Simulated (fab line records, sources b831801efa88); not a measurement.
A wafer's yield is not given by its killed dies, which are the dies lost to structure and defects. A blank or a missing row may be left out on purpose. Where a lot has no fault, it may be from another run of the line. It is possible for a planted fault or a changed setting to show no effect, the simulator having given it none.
Which tool did it? | flow gf180mcu | 6 lots, 18 wafers sampled, at 2 steps of a route of 602

## WHAT THE GAUGES READ, wafer by wafer
GF_STI_THK_MEAS_24.
lot  | measured    | on            | STI_CVD_23_THK (nm)
L465 | day 2 14:10 | film_metro-03 | 656 654 652
L467 | day 2 23:47 | film_metro-03 | 653 658 657
L470 | day 3 15:10 | film_metro-04 | 657 659 657
L472 | day 4 00:52 | film_metro-03 | 647 651 649
L475 | day 4 16:28 | film_metro-02 | 649 647 647
L480 | day 6 00:52 | film_metro-02 | 1082 1100 646

## WHAT TOOL EACH LOT RAN ON (gives the tool, then ch and the chambers of the sampled wafers, and finally the start)
lot  | GF_STI_CVD_23
L465 | hdpcvd-01 ch 0,1,2, day 2 14:06
L467 | hdpcvd-02 ch 0,2, day 2 23:42
L470 | hdpcvd-01 ch 1,2, day 3 15:03
L472 | hdpcvd-02 ch 0,1,2, day 4 00:46
L475 | hdpcvd-01 ch 0,1, day 4 16:22
L480 | hdpcvd-01 ch 0,1,2, day 6 00:47
- GF_STI_CVD_23: deposits SiO2, target thk 650 nm, time 108.3 s.

## THE ANSWER, worked out from the rows above alone
Rule: the lots themselves supply what counts as usual. Put in order of their means at a reading, lots are off if they are a third of the lots or fewer, leave a main group of 4 or more, and stand apart from it by a gap of 3 or more times the standard deviation of the main group's means; of several such gaps the widest counts. A main group is skipped when, at the precision printed for the reading in the tables above, its means are all equal. A lot without any number at a reading at which 4 lots or more have one is off too. The other lots that the step has rows for count as sound.
Off: L480, at GF_STI_THK_MEAS_24 (STI_CVD_23_THK). The main group has a mean of 653 nm with a standard deviation of 3.9.
A tool fits if, at a process step before that reading, it ran every lot that is off, and no sound lot after the first of them. Gauges at GF_STI_THK_MEAS_24: tried the same way as those tools. This does not decide it: 2 tools fit, namely hdpcvd-01 at GF_STI_CVD_23 and film_metro-02 at GF_STI_THK_MEAS_24.

## WHAT THE SIMULATOR HAD INSERTED
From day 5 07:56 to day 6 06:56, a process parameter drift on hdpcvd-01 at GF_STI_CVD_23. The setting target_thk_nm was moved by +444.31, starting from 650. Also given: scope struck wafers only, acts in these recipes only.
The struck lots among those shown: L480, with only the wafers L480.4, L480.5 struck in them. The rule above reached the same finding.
